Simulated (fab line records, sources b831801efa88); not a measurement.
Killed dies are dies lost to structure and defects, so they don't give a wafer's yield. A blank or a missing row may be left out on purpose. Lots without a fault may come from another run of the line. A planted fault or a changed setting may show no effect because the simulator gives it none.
fab line records | flow sky130
record lots=5 wafers=15 last_day=48
route steps=708 shown RES_XHIGH@339 SD_N@342 SD_P@359 SALICIDE@361 LI_CONTACT@362
lots that met no fault: from a run of the same line without faults
start_h: hours from the record's first day to the start of the lot's first wafer shown | wait_h: hours since the lot's step before | " the same as in the row above | L1.1+2: a row that stands for several wafers | - no value, or no start given | * or withheld: withheld | < > ~ a bound
route shown NAME@n: a module of which the file shows steps, and the number in the route of the first | usual: mean/standard deviation of fault-free wafers | same: alike in all rows | chamber/n: place in a boat | sites: the reading at each site | _std_site: their standard deviation | _edge_site: outer sites' mean less inner sites' | radius_mm: how far each site lies from the wafer's centre | mask NAME#n: copy n | behind: the tool/chamber that last shaped the wafer | hold: why the lot was held/for how many hours/how that ended | device: the transistor (n, p or np) that didn't switch | end of line: the same wafers' tests at the end of the route | a step without rows: its recipe alone | killed: dies lost to structure and defects at the first sort, not the wafer's yield | map: a wafer's dies, x killed, . not, _ none there
set.NAME: the setting as run; set.NAME@STEP: as run at that earlier step | model.NAME: the simulator's own value behind a step, which no gauge read
lots at some steps of the route; a table a step, a row a wafer
services: from which hour (start_h, from the record's first day; less than 0 if before it) a tool's chamber was out of use, for how many hours, and why
## steps
# step SKY_RES_XHIGH_IMPLANT_07
# recipe species=BF2 energy_kev=20 dose_cm2=3.6e+14 tilt_deg=0
# columns lot.wafer tool chamber start_h wait_h
L075.1+4+6 implanter-02 0 616.28 0.1
L078.1+3+5 implanter-02 0 649.48 0.1
L080.1+5+6 implanter-04 0 661.78 0.1
L087.1+2+4 implanter-04 0 715.28 0.1
L088.2+3+5 implanter-01 0 728.32 0.1
# step SKY_RES_XHIGH_STRIP_08
# recipe chemistry=O2/N2 power_w=1400 pressure_mtorr=1500 platen_temp_c=withheld o2_flow_sccm=3000 n2_flow_sccm=300 overash_fraction=0.5
# usual drypump_motor_current_A=5.5/0.33 oes_product_au=0.711/0.0046 strip_time_to_endpoint_s=14.27/0.037
# columns lot.wafer tool chamber start_h wait_h drypump_motor_current_A oes_product_au rf_hours_counter_h strip_time_to_endpoint_s
L075.1 plasma_asher-02 1 616.43 0.1 5.6 0.717 50 14.28
L075.4 " 0 " " 5.7 0.714 - 14.28
L075.6 " 0 " " 5.7 0.715 - 14.31
L078.1 plasma_asher-04 0 649.63 0.1 5.5 0.712 85 14.27
L078.3 " 1 " " 4.9 0.709 - 14.26
L078.5 " 0 " " 5.5 0.711 - 14.24
L080.1 plasma_asher-02 0 661.93 0.1 5.7 0.714 54 14.24
L080.5 " 0 " " 5.7 0.714 - 14.25
L080.6 " 1 " " 5.6 0.711 - 14.26
L087.1 plasma_asher-03 0 715.43 0.1 5.5 0.713 26 14.22
L087.2 " 1 " " 5.9 0.712 26 14.27
L087.4 " 0 " " 5.5 0.709 - 14.25
L088.2 plasma_asher-04 0 728.44 0.1 5.4 0.714 94 14.21
L088.3 " 1 " " 4.9 0.705 - 14.20
L088.5 " 0 " " 5.4 0.707 - 14.21
# step SKY_RES_XHIGH_TW_MEAS_09
# usual RES_XHIGH_TW=1630/17
# columns lot.wafer tool chamber start_h wait_h RES_XHIGH_TW
L075.1 film_metro-01 - 616.53 0.1 1613
L075.4 " - " " 1615
L075.6 " - " " 1615
L078.1 film_metro-02 - 649.73 0.1 1625
L078.3 " - " " 1620
L078.5 " - " " 1615
L080.1 film_metro-01 - 662.03 0.1 1617
L080.5 " - " " 1609
L080.6 " - " " 1609
L087.1 film_metro-03 - 715.53 0.1 1648
L087.2 " - " " 1649
L087.4 " - " " 1648
L088.2 film_metro-01 - 728.55 0.1 1613
L088.3 " - " " 1621
L088.5 " - " " 1615
# step SKY_SD_N_DEHYDRATE_00
# recipe temp_c=200 time_s=60
# usual exhaust_pa=45.0/0.79
# columns lot.wafer tool chamber start_h wait_h exhaust_pa
L075.1 litho_track-04 0 630.97 14.4 45.2
L075.4 " 0 " " 44.2
L075.6 " 0 " " 44.8
L078.1 litho_track-04 0 663.62 13.9 45.1
L078.3 " 0 " " 44.2
L078.5 " 0 " " 46.4
L080.1 litho_track-03 0 675.63 13.6 46.1
L080.5 " 0 " " 45.3
L080.6 " 0 " " 44.6
L087.1 litho_track-04 0 728.17 12.6 45.4
L087.2 " 0 " " 45.6
L087.4 " 0 " " 44.4
L088.2 litho_track-01 0 741.95 13.4 45.2
L088.3 " 0 " " 45.3
L088.5 " 0 " " 45.7
# step SKY_SD_N_HMDS_01
# recipe prime_time_s=60 prime_temp_c=120
# usual exhaust_pa=45.0/0.87
# columns lot.wafer tool chamber start_h wait_h exhaust_pa
L075.1 litho_track-04 0 631.12 0.1 46.3
L075.4 " 0 " " 44.7
L075.6 " 0 " " 44.9
L078.1 litho_track-04 0 663.77 0.1 44.1
L078.3 " 0 " " 44.8
L078.5 " 0 " " 45.2
L080.1 litho_track-03 0 675.78 0.1 45.0
L080.5 " 0 " " 45.3
L080.6 " 0 " " 44.9
L087.1 litho_track-04 0 728.32 0.1 45.6
L087.2 " 0 " " 45.5
L087.4 " 0 " " 44.4
L088.2 litho_track-01 0 742.10 0.1 45.4
L088.3 " 0 " " 45.5
L088.5 " 0 " " 46.2
# step SKY_SD_N_COAT_02
# recipe resist=NOVOLAK spin_rpm=3000 resist_thk_nm=1140
# usual exhaust_pa=44.9/0.97
# columns lot.wafer tool chamber start_h wait_h exhaust_pa
L075.1 litho_track-04 0 631.27 0.1 45.1
L075.4 " 0 " " 46.0
L075.6 " 0 " " 45.8
L078.1 litho_track-04 0 663.92 0.1 44.8
L078.3 " 0 " " 44.5
L078.5 " 0 " " 44.4
L080.1 litho_track-03 0 675.93 0.1 44.9
L080.5 " 0 " " 45.0
L080.6 " 0 " " 44.0
L087.1 litho_track-04 0 728.47 0.1 46.1
L087.2 " 0 " " 45.0
L087.4 " 0 " " 45.4
L088.2 litho_track-01 0 742.25 0.1 46.7
L088.3 " 0 " " 44.6
L088.5 " 0 " " 46.0
# step SKY_SD_N_SOFTBAKE_03
# recipe temp_c=90 time_s=60 resist=NOVOLAK
# usual exhaust_pa=45.1/0.91
# columns lot.wafer tool chamber start_h wait_h exhaust_pa
L075.1 litho_track-04 0 631.42 0.1 45.2
L075.4 " 0 " " 46.5
L075.6 " 0 " " 45.9
L078.1 litho_track-04 0 664.07 0.1 44.8
L078.3 " 0 " " 44.5
L078.5 " 0 " " 43.8
L080.1 litho_track-03 0 676.08 0.1 43.4
L080.5 " 0 " " 44.0
L080.6 " 0 " " 43.8
L087.1 litho_track-04 0 728.62 0.1 45.7
L087.2 " 0 " " 45.6
L087.4 " 0 " " 45.8
L088.2 litho_track-01 0 742.40 0.1 46.0
L088.3 " 0 " " 46.4
L088.5 " 0 " " 47.0
# step SKY_SD_N_EXPOSE_04
# recipe mask_id=NSDM na=0.6 source_shape=conventional sigma_outer=0.6 polarization=unpolarized target_cd_nm=380 dose_mj=141
# columns lot.wafer tool chamber start_h wait_h mask
L075.1+4+6 iline_stepper-01 0 - - NSDM#0
L078.1+3+5 iline_stepper-02 0 - - NSDM#0
L080.1+5+6 iline_stepper-02 0 - - NSDM#0
L087.1+2+4 iline_stepper-02 0 - - NSDM#0
L088.2+3+5 iline_stepper-01 0 - - NSDM#0
# step SKY_SD_N_PEB_05
# recipe temp_c=withheld time_s=* resist=NOVOLAK
# usual exhaust_pa=44.9/0.87
# columns lot.wafer tool chamber start_h wait_h exhaust_pa
L075.1 litho_track-01 0 - - 45.1
L075.4 " 0 " " 46.2
L075.6 " 0 " " 44.6
L078.1 litho_track-04 0 - - 44.0
L078.3 " 0 " " 44.4
L078.5 " 0 " " 44.8
L080.1 litho_track-04 0 - - 44.5
L080.5 " 0 " " 44.0
L080.6 " 0 " " 45.4
L087.1 litho_track-04 0 - - 45.0
L087.2 " 0 " " 44.6
L087.4 " 0 " " 45.3
L088.2 litho_track-03 0 - - 44.7
L088.3 " 0 " " 46.3
L088.5 " 0 " " 45.3
# step SKY_SD_N_DEVELOP_06
# recipe resist=NOVOLAK developer=TMAH develop_time_s=60 dev_temp_c=23
# usual exhaust_pa=45.1/0.91
# same develop_time_s=60
# columns lot.wafer tool chamber start_h wait_h exhaust_pa
L075.1 litho_track-01 0 645.38 0.1 45.0
L075.4 " 0 " " 45.0
L075.6 " 0 " " 45.1
L078.1 litho_track-04 0 677.37 0.1 43.7
L078.3 " 0 " " 46.0
L078.5 " 0 " " 45.8
L080.1 litho_track-04 0 690.22 0.1 45.0
L080.5 " 0 " " 45.4
L080.6 " 0 " " 44.2
L087.1 litho_track-04 0 742.12 0.1 45.7
L087.2 " 0 " " 46.0
L087.4 " 0 " " 45.3
L088.2 litho_track-03 0 755.76 0.1 45.0
L088.3 " 0 " " 45.9
L088.5 " 0 " " 45.6
# step SKY_SD_N_CD_MEAS_07
# recipe target_cd_nm=380
# usual cd_nm=380.2/2.6
# columns lot.wafer tool chamber start_h wait_h cd_nm
L075.1 cd_sem-02 - 645.53 0.1 381.3
L075.4 " - " " 381.3
L075.6 " - " " 378.6
L078.1 cd_sem-02 - 677.52 0.1 380.3
L078.3 " - " " 380.1
L078.5 " - " " 381.8
L080.1 cd_sem-02 - 690.37 0.1 380.4
L080.5 " - " " 380.2
L080.6 " - " " 380.1
L087.1 cd_sem-01 - 742.27 0.1 381.0
L087.2 " - " " 380.8
L087.4 " - " " 383.2
L088.2 cd_sem-02 - 755.90 0.1 381.5
L088.3 " - " " 385.7
L088.5 " - " " 382.9
# step SKY_SD_N_OVL_MEAS_08
# usual SD_N_OVL=0.8/1.3
# columns lot.wafer tool chamber start_h wait_h SD_N_OVL[nm]
L075.1 overlay-02 - 645.65 0.1 -1.7
L075.4 " - " " -0.2
L075.6 " - " " -1.4
L078.1 overlay-02 - 677.64 0.1 -0.2
L078.3 " - " " 1.2
L078.5 " - " " 0.1
L080.1 overlay-02 - 690.49 0.1 -0.5
L080.5 " - " " 1.1
L080.6 " - " " 2.2
L087.1 overlay-01 - 742.39 0.1 1.8
L087.2 " - " " -0.3
L087.4 " - " " 0.8
L088.2 overlay-01 - 756.01 0.1 0.9
L088.3 " - " " 2.3
L088.5 " - " " 0.5
# step SKY_SD_N_IMPLANT_09
# recipe species=As energy_kev=50 dose_cm2=4e+15 tilt_deg=0
# columns lot.wafer tool chamber start_h wait_h
L075.1+4+6 implanter-03 0 645.68 0.0
L078.1+3+5 implanter-03 0 677.76 0.1
L080.1+5+6 implanter-04 0 690.52 0.0
L087.1+2+4 implanter-04 0 742.42 0.0
L088.2+3+5 implanter-03 0 756.06 0.0
# step SKY_SD_N_IMPLANT_10
# recipe species=P energy_kev=20 dose_cm2=1e+14 tilt_deg=0
# columns lot.wafer tool chamber start_h wait_h
L075.1+4+6 implanter-03 0 645.83 0.1
L078.1+3+5 implanter-03 0 677.91 0.1
L080.1+5+6 implanter-04 0 690.67 0.1
L087.1+2+4 implanter-04 0 742.57 0.1
L088.2+3+5 implanter-03 0 756.21 0.1
# step SKY_SD_N_STRIP_11
# recipe chemistry=O2/N2 power_w=1400 pressure_mtorr=1500 platen_temp_c=withheld o2_flow_sccm=3000 n2_flow_sccm=300 overash_fraction=0.5
# usual drypump_motor_current_A=5.5/0.36 oes_product_au=0.527/0.0045 strip_time_to_endpoint_s=22.54/0.038
# columns lot.wafer tool chamber start_h wait_h drypump_motor_current_A oes_product_au rf_hours_counter_h strip_time_to_endpoint_s
L075.1 plasma_asher-03 1 645.98 0.1 5.9 0.527 19 22.46
L075.4 " 0 " " 5.5 0.530 - 22.50
L075.6 " 0 " " 5.5 0.522 - 22.51
L078.1 plasma_asher-03 0 678.06 0.1 5.5 0.531 23 22.49
L078.3 " 1 " " 5.9 0.525 - 22.58
L078.5 " 0 " " 5.5 0.529 - 22.55
L080.1 plasma_asher-03 0 690.82 0.1 5.5 0.529 24 22.54
L080.5 " 1 " " 5.9 0.530 - 22.58
L080.6 " 0 " " 5.5 0.525 - 22.56
L087.1 plasma_asher-04 0 742.72 0.1 5.5 0.523 95 22.51
L087.2 " 1 " " 4.9 0.529 95 22.50
L087.4 " 1 " " 4.9 0.518 - 22.50
L088.2 plasma_asher-01 0 756.34 0.1 6.0 0.532 1 22.57
L088.3 " 1 " " 5.5 0.521 - 22.55
L088.5 " 0 " " 6.0 0.541 - 22.58
# step SKY_SD_N_TW_MEAS_12
# usual SD_N_TW=3959/42
# columns lot.wafer tool chamber start_h wait_h SD_N_TW
L075.1 film_metro-03 - 646.08 0.1 4020
L075.4 " - " " 4014
L075.6 " - " " 4011
L078.1 film_metro-02 - 678.16 0.1 3966
L078.3 " - " " 3952
L078.5 " - " " 3934
L080.1 film_metro-02 - 690.92 0.1 3963
L080.5 " - " " 3945
L080.6 " - " " 3981
L087.1 film_metro-02 - 742.82 0.1 3937
L087.2 " - " " 3937
L087.4 " - " " 3938
L088.2 film_metro-02 - 756.45 0.1 3930
L088.3 " - " " 3967
L088.5 " - " " 3944
# step SKY_SD_N_CLEAN_13
# recipe chemistry=SC1/SC2 mix=1:4:20 temp_c=70 time_s=150 dry=n2_spin
# columns lot.wafer tool chamber start_h wait_h
L075.1+4+6 wet_bench-03 2 646.14 0.1
L078.1+3+5 wet_bench-01 0 678.22 0.1
L080.1+5+6 wet_bench-04 0 690.98 0.1
L087.1+2+4 wet_bench-04 1 742.88 0.1
L088.2+3+5 wet_bench-01 0 756.50 0.0
# step SKY_SD_N_RTA_14
# recipe temp_c=1075 time_s=2 idle_temp_c=650 ramp_up_c_per_s=150 ramp_down_c_per_s=90 ambient=N2
# usual lamp_power_pct=15.74/0.053 ramp_down_c_per_s=89.999/0.017 wafer_temp_C_max=1078.1/1.5
# columns lot.wafer tool chamber start_h wait_h lamp_power_pct ramp_down_c_per_s wafer_temp_C_max
L075.1 rtp_anneal-02 0 646.19 0.0 15.81 89.974 1077.9
L075.4 " 0 " " 15.71 89.991 1077.1
L075.6 " 0 " " 15.72 90.009 1077.3
L078.1 rtp_anneal-02 0 678.27 0.0 15.84 90.002 1077.7
L078.3 " 0 " " 15.69 90.015 1079.1
L078.5 " 0 " " 15.76 89.982 1075.5
L080.1 rtp_anneal-01 0 691.04 0.0 15.77 89.984 1077.0
L080.5 " 0 " " 15.72 89.991 1075.7
L080.6 " 0 " " 15.67 90.013 1078.6
L087.1 rtp_anneal-02 0 742.93 0.0 15.78 89.977 1077.4
L087.2 " 0 " " 15.74 90.020 1076.2
L087.4 " 0 " " 15.63 90.005 1077.5
L088.2 rtp_anneal-01 0 756.56 0.0 15.80 90.004 1080.8
L088.3 " 0 " " 15.77 90.023 1077.1
L088.5 " 0 " " 15.77 90.012 1076.0
# step SKY_SD_N_RS_MEAS_16
# recipe thk_meas_gauge=four-point-probe
# usual SD_N_RS=68.57/0.12
# columns lot.wafer tool chamber start_h wait_h SD_N_RS[ohm/sq]
L075.1 film_metro-02 - 646.37 0.1 68.53
L075.4 " - " " 68.53
L075.6 " - " " 68.56
L078.1 film_metro-02 - 678.45 0.1 68.57
L078.3 " - " " 68.76
L078.5 " - " " 68.72
L080.1 film_metro-03 - 691.23 0.1 68.54
L080.5 " - " " 68.45
L080.6 " - " " 68.57
L087.1 film_metro-01 - 743.10 0.1 68.55
L087.2 " - " " 68.45
L087.4 " - " " 68.44
L088.2 film_metro-01 - 756.74 0.1 68.49
L088.3 " - " " 68.56
L088.5 " - " " 68.53
# step SKY_SD_N_RS_MEAS_17
# recipe thk_meas_gauge=four-point-probe
# usual SD_P_RS=147.1/0.39
# columns lot.wafer tool chamber start_h wait_h SD_P_RS[ohm/sq]
L075.1 film_metro-02 - 646.49 0.1 147.4
L075.4 " - " " 146.6
L075.6 " - " " 146.8
L078.1 film_metro-02 - 678.57 0.1 146.6
L078.3 " - " " 147.1
L078.5 " - " " 146.7
L080.1 film_metro-03 - 691.35 0.1 147.1
L080.5 " - " " 147.1
L080.6 " - " " 147.0
L087.1 film_metro-01 - 743.22 0.1 146.4
L087.2 " - " " 146.8
L087.4 " - " " 146.9
L088.2 film_metro-01 - 756.86 0.1 146.9
L088.3 " - " " 147.0
L088.5 " - " " 147.0
# step SKY_SD_N_RS_MEAS_18
# recipe thk_meas_gauge=four-point-probe
# usual RES_XHIGH_RS=333.5/1.3
# columns lot.wafer tool chamber start_h wait_h RES_XHIGH_RS[ohm/sq]
L075.1 film_metro-02 - 646.61 0.1 332.1
L075.4 " - " " 332.2
L075.6 " - " " 331.5
L078.1 film_metro-02 - 678.69 0.1 333.0
L078.3 " - " " 331.4
L078.5 " - " " 333.6
L080.1 film_metro-03 - 691.47 0.1 334.4
L080.5 " - " " 335.8
L080.6 " - " " 334.4
L087.1 film_metro-01 - 743.34 0.1 334.9
L087.2 " - " " 335.6
L087.4 " - " " 334.4
L088.2 film_metro-01 - 756.98 0.1 333.5
L088.3 " - " " 333.4
L088.5 " - " " 333.5
# step SKY_SALICIDE_CLEAN_00
# recipe chemistry=HF-last time_s=30 dilution=100:1 dry=ipa_marangoni
# columns lot.wafer tool chamber start_h wait_h
L075.1+4+6 wet_bench-01 1 646.73 0.1
L078.1+3+5 wet_bench-02 3 678.81 0.1
L080.1+5+6 wet_bench-04 0 691.59 0.1
L087.1+2+4 wet_bench-04 0 743.46 0.1
L088.2+3+5 wet_bench-04 2 757.08 0.1
# step SKY_LI_CONTACT_HDPCVD_00
# recipe material=PSG target_thk_nm=930 sigma_open_frac=0.3 time_s=155 temp_c=600 sih4_flow_sccm=60 pressure_mtorr=6
# columns lot.wafer tool chamber start_h wait_h
L075.1+4+6 hdpcvd-02 2,1,0 646.75 0.0
L078.1+3+5 hdpcvd-01 1,2,0 678.82 0.0
L080.1+5+6 hdpcvd-01 2,0,1 691.61 0.0
L087.1+2+4 hdpcvd-02 1,0,1 743.48 0.0
L088.2+3+5 hdpcvd-02 1,2,1 757.10 0.0
# step SKY_LI_CONTACT_THK_MEAS_01
# recipe reads=PSG_of_LI_CONTACT_HDPCVD_00
# usual LI_CONTACT_HDPCVD_THK=931/9.1
# columns lot.wafer tool chamber start_h wait_h LI_CONTACT_HDPCVD_THK[nm]
L075.1 film_metro-03 - 646.85 0.1 920
L075.4 " - " " 908
L075.6 " - " " 921
L078.1 film_metro-03 - 678.93 0.1 931
L078.3 " - " " 919
L078.5 " - " " 934
L080.1 film_metro-03 - 691.71 0.1 943
L080.5 " - " " 937
L080.6 " - " " 942
L087.1 film_metro-03 - 743.58 0.1 931
L087.2 " - " " 928
L087.4 " - " " 937
L088.2 film_metro-01 - 757.21 0.1 933
L088.3 " - " " 941
L088.5 " - " " 938
# step SKY_LI_CONTACT_CMP_02
# recipe material=PSG down_force_psi=4 platen_rpm=60 pad_velocity_m_s=0.94248
# usual motor_current_A=11.4/0.93 slurry_flow_ml_min=150.0/0.46 time_to_endpoint_s=32.0/2.4
# columns lot.wafer tool chamber start_h wait_h motor_current_A slurry_flow_ml_min time_to_endpoint_s
L075.1 cmp-01 0 646.91 0.1 12.9 150.2 28.5
L075.4 " 2 " " 11.1 150.6 29.4
L075.6 " 1 " " 11.5 150.3 30.3
L078.1 cmp-02 2 678.99 0.1 12.8 150.3 29.0
L078.3 " 0 " " 11.6 148.7 32.7
L078.5 " 3 " " 11.3 149.7 34.5
L080.1 cmp-01 3 691.87 0.1 10.9 150.6 34.1
L080.5 " 1 " " 11.3 150.0 33.8
L080.6 " 2 " " 10.5 149.2 34.1
L087.1 cmp-01 3 743.69 0.1 10.2 149.8 30.2
L087.2 " 0 " " 12.5 150.5 29.6
L087.4 " 1 " " 11.5 150.9 31.0
L088.2 cmp-01 3 757.51 0.3 10.3 150.0 30.1
L088.3 " 1 " " 11.6 149.9 30.2
L088.5 " 0 " " 12.3 150.0 30.8
# step SKY_LI_CONTACT_BOW_MEAS_03
# recipe mode=bow
# usual LI_CONTACT_BOW=57/6.6
# columns lot.wafer tool chamber start_h wait_h LI_CONTACT_BOW[um]
L075.1 film_metro-03 - 647.21 0.2 57
L075.4 " - " " 58
L075.6 " - " " 38
L078.1 film_metro-03 - 679.29 0.2 49
L078.3 " - " " 56
L078.5 " - " " 52
L080.1 film_metro-02 - 692.07 0.1 66
L080.5 " - " " 59
L080.6 " - " " 54
L087.1 film_metro-02 - 743.94 0.2 50
L087.2 " - " " 42
L087.4 " - " " 70
L088.2 film_metro-01 - 757.83 0.3 56
L088.3 " - " " 59
L088.5 " - " " 51
# step SKY_LI_CONTACT_DEHYDRATE_04
# recipe temp_c=200 time_s=60
# usual exhaust_pa=44.9/0.91
# columns lot.wafer tool chamber start_h wait_h exhaust_pa
L075.1 litho_track-02 0 660.99 13.8 45.3
L075.4 " 0 " " 44.0
L075.6 " 0 " " 44.9
L078.1 litho_track-04 0 692.62 13.3 45.1
L078.3 " 0 " " 45.5
L078.5 " 0 " " 46.3
L080.1 litho_track-02 0 705.04 12.9 44.7
L080.5 " 0 " " 45.3
L080.6 " 0 " " 45.2
L087.1 litho_track-02 0 756.69 12.7 44.7
L087.2 " 0 " " 45.7
L087.4 " 0 " " 45.8
L088.2 litho_track-04 0 771.04 13.2 44.2
L088.3 " 0 " " 44.5
L088.5 " 0 " " 44.7
# step SKY_LI_CONTACT_HMDS_05
# recipe prime_time_s=60 prime_temp_c=120
# usual exhaust_pa=45.2/0.83
# columns lot.wafer tool chamber start_h wait_h exhaust_pa
L075.1 litho_track-02 0 661.14 0.1 45.4
L075.4 " 0 " " 45.1
L075.6 " 0 " " 44.7
L078.1 litho_track-04 0 692.77 0.1 45.6
L078.3 " 0 " " 45.1
L078.5 " 0 " " 45.1
L080.1 litho_track-02 0 705.19 0.1 46.1
L080.5 " 0 " " 46.0
L080.6 " 0 " " 45.3
L087.1 litho_track-02 0 756.84 0.1 44.6
L087.2 " 0 " " 46.6
L087.4 " 0 " " 46.5
L088.2 litho_track-04 0 771.19 0.1 45.0
L088.3 " 0 " " 46.8
L088.5 " 0 " " 45.2
# step SKY_LI_CONTACT_COAT_06
# recipe resist=BARC temp_c=withheld time_s=withheld spin_rpm=3000 resist_thk_nm=60
# usual exhaust_pa=45.3/0.85
# columns lot.wafer tool chamber start_h wait_h exhaust_pa
L075.1 litho_track-02 0 661.29 0.1 45.1
L075.4 " 0 " " 45.7
L075.6 " 0 " " 44.5
L078.1 litho_track-04 0 692.92 0.1 46.7
L078.3 " 0 " " 45.7
L078.5 " 0 " " 46.0
L080.1 litho_track-02 0 705.34 0.1 43.3
L080.5 " 0 " " 44.7
L080.6 " 0 " " 44.4
L087.1 litho_track-02 0 756.99 0.1 44.9
L087.2 " 0 " " 45.5
L087.4 " 0 " " 45.8
L088.2 litho_track-04 0 771.34 0.1 45.1
L088.3 " 0 " " 45.7
L088.5 " 0 " " 44.5
# step SKY_LI_CONTACT_COAT_07
# recipe resist=KrF-thick spin_rpm=3000 resist_thk_nm=450
# usual exhaust_pa=45.1/0.76
# columns lot.wafer tool chamber start_h wait_h exhaust_pa
L075.1 litho_track-02 0 - - 45.2
L075.4 " 0 " " 44.6
L075.6 " 0 " " 44.6
L078.1 litho_track-04 0 - - 44.5
L078.3 " 0 " " 44.5
L078.5 " 0 " " 45.6
L080.1 litho_track-02 0 - - 44.1
L080.5 " 0 " " 44.7
L080.6 " 0 " " 45.6
L087.1 litho_track-02 0 - - 46.1
L087.2 " 0 " " 44.2
L087.4 " 0 " " 45.3
L088.2 litho_track-04 0 - - 45.4
L088.3 " 0 " " 44.6
L088.5 " 0 " " 44.9
# step SKY_LI_CONTACT_SOFTBAKE_08
# recipe temp_c=100 time_s=90 resist=KrF-thick
# usual exhaust_pa=44.8/0.92
# columns lot.wafer tool chamber start_h wait_h exhaust_pa
L075.1 litho_track-02 0 - - 45.3
L075.4 " 0 " " 46.5
L075.6 " 0 " " 45.6
L078.1 litho_track-04 0 - - 45.0
L078.3 " 0 " " 45.5
L078.5 " 0 " " 44.3
L080.1 litho_track-02 0 - - 42.2
L080.5 " 0 " " 43.7
L080.6 " 0 " " 43.7
L087.1 litho_track-02 0 - - 45.5
L087.2 " 0 " " 44.5
L087.4 " 0 " " 44.4
L088.2 litho_track-04 0 - - 44.8
L088.3 " 0 " " 45.2
L088.5 " 0 " " 44.8
# step SKY_LI_CONTACT_EXPOSE_09
# recipe mask_id=LICM1 na=0.8 source_shape=annular sigma_inner=0.55 sigma_outer=0.85 target_cd_nm=170 dose_mj=38
# columns lot.wafer tool chamber start_h wait_h mask
L075.1+4+6 krf_scanner-02 0 - - LICM1#0
L078.1+3+5 krf_scanner-02 0 - - LICM1#0
L080.1+5+6 krf_scanner-02 0 - - LICM1#0
L087.1+2+4 krf_scanner-02 0 - - LICM1#0
L088.2+3+5 krf_scanner-01 0 - - LICM1#0
# step SKY_LI_CONTACT_PEB_10
# recipe peb_temp_c=withheld peb_time_s=withheld resist=KrF-thick
# usual exhaust_pa=45.1/0.9
# columns lot.wafer tool chamber start_h wait_h exhaust_pa
L075.1 litho_track-04 0 - - 45.1
L075.4 " 0 " " 44.1
L075.6 " 0 " " 44.2
L078.1 litho_track-02 0 - - 47.0
L078.3 " 0 " " 45.1
L078.5 " 0 " " 44.2
L080.1 litho_track-04 0 - - 44.5
L080.5 " 0 " " 45.1
L080.6 " 0 " " 44.3
L087.1 litho_track-02 0 - - 46.4
L087.2 " 0 " " 44.8
L087.4 " 0 " " 45.9
L088.2 litho_track-02 0 - - 45.5
L088.3 " 0 " " 45.5
L088.5 " 0 " " 45.4
# step SKY_LI_CONTACT_DEVELOP_11
# recipe develop_time_s=60 resist=KrF-thick dev_temp_c=21
# usual exhaust_pa=45.0/0.85
# same develop_time_s=60
# columns lot.wafer tool chamber start_h wait_h exhaust_pa
L075.1 litho_track-04 0 - - 46.1
L075.4 " 0 " " 45.1
L075.6 " 0 " " 46.5
L078.1 litho_track-02 0 - - 44.8
L078.3 " 0 " " 45.6
L078.5 " 0 " " 44.8
L080.1 litho_track-04 0 - - 45.1
L080.5 " 0 " " 43.4
L080.6 " 0 " " 43.6
L087.1 litho_track-02 0 - - 46.5
L087.2 " 0 " " 44.9
L087.4 " 0 " " 45.5
L088.2 litho_track-02 0 - - 44.0
L088.3 " 0 " " 44.3
L088.5 " 0 " " 43.8
# step SKY_LI_CONTACT_CD_MEAS_12
# recipe target_cd_nm=170
# usual cd_nm=170.0/1.6
# columns lot.wafer tool chamber start_h wait_h cd_nm
L075.1 cd_sem-01 - 676.02 - 170.1
L075.4 " - " " 172.5
L075.6 " - " " 172.3
L078.1 cd_sem-02 - 706.79 - 168.0
L078.3 " - " " 168.3
L078.5 " - " " 168.7
L080.1 cd_sem-01 - 719.87 - 169.3
L080.5 " - " " 169.0
L080.6 " - " " 168.4
L087.1 cd_sem-01 - 771.14 - 168.9
L087.2 " - " " 168.5
L087.4 " - " " 169.0
L088.2 cd_sem-02 - 784.86 - 168.3
L088.3 " - " " 168.0
L088.5 " - " " 168.1
# step SKY_LI_CONTACT_OVL_MEAS_13
# usual LI_CONTACT_OVL=-1/6
# columns lot.wafer tool chamber start_h wait_h LI_CONTACT_OVL[nm]
L075.1 overlay-02 - 676.14 0.1 -1
L075.4 " - " " 5
L075.6 " - " " 3
L078.1 overlay-02 - 706.91 0.1 -8
L078.3 " - " " -8
L078.5 " - " " -7
L080.1 overlay-02 - 719.99 0.1 7
L080.5 " - " " 2
L080.6 " - " " 4
L087.1 overlay-01 - 771.26 0.1 -6
L087.2 " - " " -2
L087.4 " - " " -4
L088.2 overlay-01 - 784.97 0.1 10
L088.3 " - " " -3
L088.5 " - " " -4
# step SKY_LI_CONTACT_ETCH_14
# recipe chemistry=N2/H2 target=BARC ion_energy_ev=200 source_w=500 bias_w=100 pressure_mtorr=30 n2_flow_sccm=100 h2_flow_sccm=200 stop_on=SiO2 time_s=45.9 target_depth_a=600
# usual bias_w=100.1/0.3 drypump_motor_current_A=5.8/0.46 oes_product_au=0.854/0.0051 rf_fwd_power_W=494.2/1.9 throttle_valve_pct=13.224/0.0086
# columns lot.wafer tool chamber start_h wait_h bias_w drypump_motor_current_A oes_product_au rf_fwd_power_W rf_hours_counter_h throttle_valve_pct
L075.1 rie_diel-04 2 676.17 0.0 99.8 5.0 0.841 495.4 58 13.222
L075.4 " 3 " " 100.1 6.0 0.851 494.7 40 13.229
L075.6 " 0 " " 99.6 5.5 0.859 496.4 - 13.225
L078.1 rie_diel-04 0 706.95 0.0 100.4 5.5 0.855 494.1 11 13.228
L078.3 " 1 " " 99.9 6.6 0.849 498.6 3 13.224
L078.5 " 1 " " 100.2 6.6 0.858 495.4 - 13.238
L080.1 rie_diel-02 0 720.02 0.0 99.9 4.8 0.848 491.2 5 13.234
L080.5 " 3 " " 100.1 6.0 0.859 496.2 - 13.227
L080.6 " 2 " " 99.6 5.8 0.860 492.7 - 13.218
L087.1 rie_diel-04 2 771.30 0.0 100.2 5.0 0.856 496.1 2 13.238
L087.2 " 1 " " 100.1 6.6 0.854 496.3 4 13.224
L087.4 " 0 " " 99.9 5.5 0.857 496.1 - 13.218
L088.2 rie_diel-02 1 785.00 0.0 100.1 6.0 0.863 494.5 22 13.207
L088.3 " 3 " " 100.0 6.0 0.854 494.2 14 13.223
L088.5 " 0 " " 99.8 4.8 0.859 494.9 - 13.222
## services
# columns tool chamber start_h hours kind
hdpcvd-02 - 599.04 0.6 repair
krf_scanner-02 - 605.13 1.0 pm
krf_scanner-02 - 606.41 0.1 repair
implanter-03 - 609.32 1.6 repair
rie_diel-04 3 619.73 13.8 repair
krf_scanner-02 - 621.43 1.3 pm
implanter-03 - 622.93 2.3 repair
plasma_asher-03 - 642.71 2.8 pm
plasma_asher-03 - 646.87 0.6 repair
implanter-03 - 649.07 1.8 repair
implanter-03 - 652.81 2.5 pm
implanter-03 - 664.56 3.3 repair
implanter-04 - 674.53 3.9 pm
wet_bench-04 - 686.16 3.4 repair
implanter-04 - 696.95 4.4 repair
krf_scanner-02 - 700.13 4.0 pm
krf_scanner-02 - 714.45 0.8 pm
cmp-01 - 714.75 5.1 repair
krf_scanner-02 - 722.87 0.3 repair
wet_bench-04 - 729.96 3.0 repair
plasma_asher-03 - 734.96 14.6 pm
implanter-03 - 737.41 6.0 pm
krf_scanner-02 - 774.13 1.0 pm
implanter-04 - 774.98 6.7 repair
## key
fault none
